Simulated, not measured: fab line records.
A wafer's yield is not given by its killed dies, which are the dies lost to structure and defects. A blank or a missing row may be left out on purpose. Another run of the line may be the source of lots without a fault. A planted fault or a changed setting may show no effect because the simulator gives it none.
Check of tool commonality / flow gf180mcu / Lots sampled 13, wafers sampled 39

## THE REASON FOR OPENING IT
1 of 13 lots carry a flag on the reading HV_LDD_3_TW at GF_HV_LDD_TW_MEAS_38. Fault-free wafers read 1452, with a standard deviation of 11.
Rule: flag the lot when none of its wafers has a number, or when each of its wafers that has one lies beyond 4 standard deviations from that mean. The other lots count as sound.

lot=L381; measured=day 11 07:19; on=film_metro-01; HV_LDD_3_TW, wafer by wafer=1428 1428 1430; flag=
lot=L382; measured=day 11 15:49; on=film_metro-03; HV_LDD_3_TW, wafer by wafer=1451 1456 1456; flag=
lot=L386; measured=day 13 03:35; on=film_metro-04; HV_LDD_3_TW, wafer by wafer=1456 1459 1452; flag=
lot=L385; measured=day 13 07:17; on=film_metro-04; HV_LDD_3_TW, wafer by wafer=1458 1455 1446; flag=
lot=L388; measured=day 14 01:27; on=film_metro-03; HV_LDD_3_TW, wafer by wafer=1458 1463 1458; flag=
lot=L389; measured=day 14 06:28; on=film_metro-01; HV_LDD_3_TW, wafer by wafer=30 30 30; flag=FLAGGED
lot=L390; measured=day 14 17:59; on=film_metro-03; HV_LDD_3_TW, wafer by wafer=1451 1455 1454; flag=
lot=L393; measured=day 15 13:58; on=film_metro-04; HV_LDD_3_TW, wafer by wafer=1460 1459 1468; flag=
lot=L397; measured=day 17 03:49; on=film_metro-03; HV_LDD_3_TW, wafer by wafer=1459 1459 1453; flag=
lot=L398; measured=day 17 05:03; on=film_metro-01; HV_LDD_3_TW, wafer by wafer=1439 1433 1442; flag=
lot=L400; measured=day 17 22:08; on=film_metro-03; HV_LDD_3_TW, wafer by wafer=1453 1461 1452; flag=
lot=L402; measured=day 18 13:47; on=film_metro-03; HV_LDD_3_TW, wafer by wafer=1453 1458 1448; flag=
lot=L403; measured=day 18 20:04; on=film_metro-03; HV_LDD_3_TW, wafer by wafer=1453 1449 1448; flag=
The numbers of the flagged lots are 30 on average: -1422 against the usual, or -99 or more standard deviations.

## WHICH TOOL RAN EACH LOT
The record keeps 1 process step preceding the reading, out of 602 steps on the route. Every cell lists first the tool, next ch and the chambers used by the sampled wafers, and last the start.
lot=L381; flag=; GF_HV_LDD_EXPOSE_28=iline_stepper-01 ch 0, day 10 21:06
lot=L382; flag=; GF_HV_LDD_EXPOSE_28=iline_stepper-02 ch 0, day 11 05:44
lot=L386; flag=; GF_HV_LDD_EXPOSE_28=iline_stepper-01 ch 0, day 12 16:31
lot=L385; flag=; GF_HV_LDD_EXPOSE_28=iline_stepper-02 ch 0, day 12 20:37
lot=L388; flag=; GF_HV_LDD_EXPOSE_28=iline_stepper-01 ch 0, day 13 13:50
lot=L389; flag=FLAGGED; GF_HV_LDD_EXPOSE_28=iline_stepper-02 ch 0, day 13 19:55
lot=L390; flag=; GF_HV_LDD_EXPOSE_28=iline_stepper-01 ch 0, day 14 06:40
lot=L393; flag=; GF_HV_LDD_EXPOSE_28=iline_stepper-02 ch 0, day 15 02:57
lot=L397; flag=; GF_HV_LDD_EXPOSE_28=iline_stepper-02 ch 0, day 16 16:23
lot=L398; flag=; GF_HV_LDD_EXPOSE_28=iline_stepper-02 ch 0, day 16 17:19
lot=L400; flag=; GF_HV_LDD_EXPOSE_28=iline_stepper-02 ch 0, day 17 09:28
lot=L402; flag=; GF_HV_LDD_EXPOSE_28=iline_stepper-02 ch 0, day 18 02:06
lot=L403; flag=; GF_HV_LDD_EXPOSE_28=iline_stepper-02 ch 0, day 18 07:39
What is done by these steps:
- GF_HV_LDD_EXPOSE_28: exposes mask Nplus HV AREA, target cd 400 nm.
- GF_HV_LDD_TW_MEAS_38

## FLAGGED AGAINST TOTAL, ONE TOOL AT A TIME (gauges that did the reading follow at the end)
step=GF_HV_LDD_EXPOSE_28; tool=iline_stepper-01; lots run=4; flagged=0; share of the flagged lots=none; sound lots run after its first flagged lot=-
step=GF_HV_LDD_EXPOSE_28; tool=iline_stepper-02; lots run=9; flagged=1; share of the flagged lots=all; sound lots run after its first flagged lot=6 (L393,L397,L398,L400,L402,L403)
step=GF_HV_LDD_TW_MEAS_38; tool=film_metro-01; lots run=3; flagged=1; share of the flagged lots=all; sound lots run after its first flagged lot=1 (L398)
step=GF_HV_LDD_TW_MEAS_38; tool=film_metro-03; lots run=7; flagged=0; share of the flagged lots=none; sound lots run after its first flagged lot=-
step=GF_HV_LDD_TW_MEAS_38; tool=film_metro-04; lots run=3; flagged=0; share of the flagged lots=none; sound lots run after its first flagged lot=-

## WHAT IS ALLOWED BY THE TABLE
In 2 table rows, all flagged lots were run: iline_stepper-02 (GF_HV_LDD_EXPOSE_28), film_metro-01 (GF_HV_LDD_TW_MEAS_38).
- iline_stepper-02 at GF_HV_LDD_EXPOSE_28 ran 9 lots, 1 of them flagged. Sound lots followed the first flagged one (L393, L397, L398, L400, L402, L403) on it, something a lasting fault affecting the whole tool could not allow.
- film_metro-01 at GF_HV_LDD_TW_MEAS_38 ran 3 lots, 1 of them flagged. Sound lots followed the first flagged one (L398) on it, something a lasting fault affecting the whole tool could not allow.
No row of the table ran every flagged lot and no sound lot after the first.

## WHAT THE SIMULATOR HAD PUT IN
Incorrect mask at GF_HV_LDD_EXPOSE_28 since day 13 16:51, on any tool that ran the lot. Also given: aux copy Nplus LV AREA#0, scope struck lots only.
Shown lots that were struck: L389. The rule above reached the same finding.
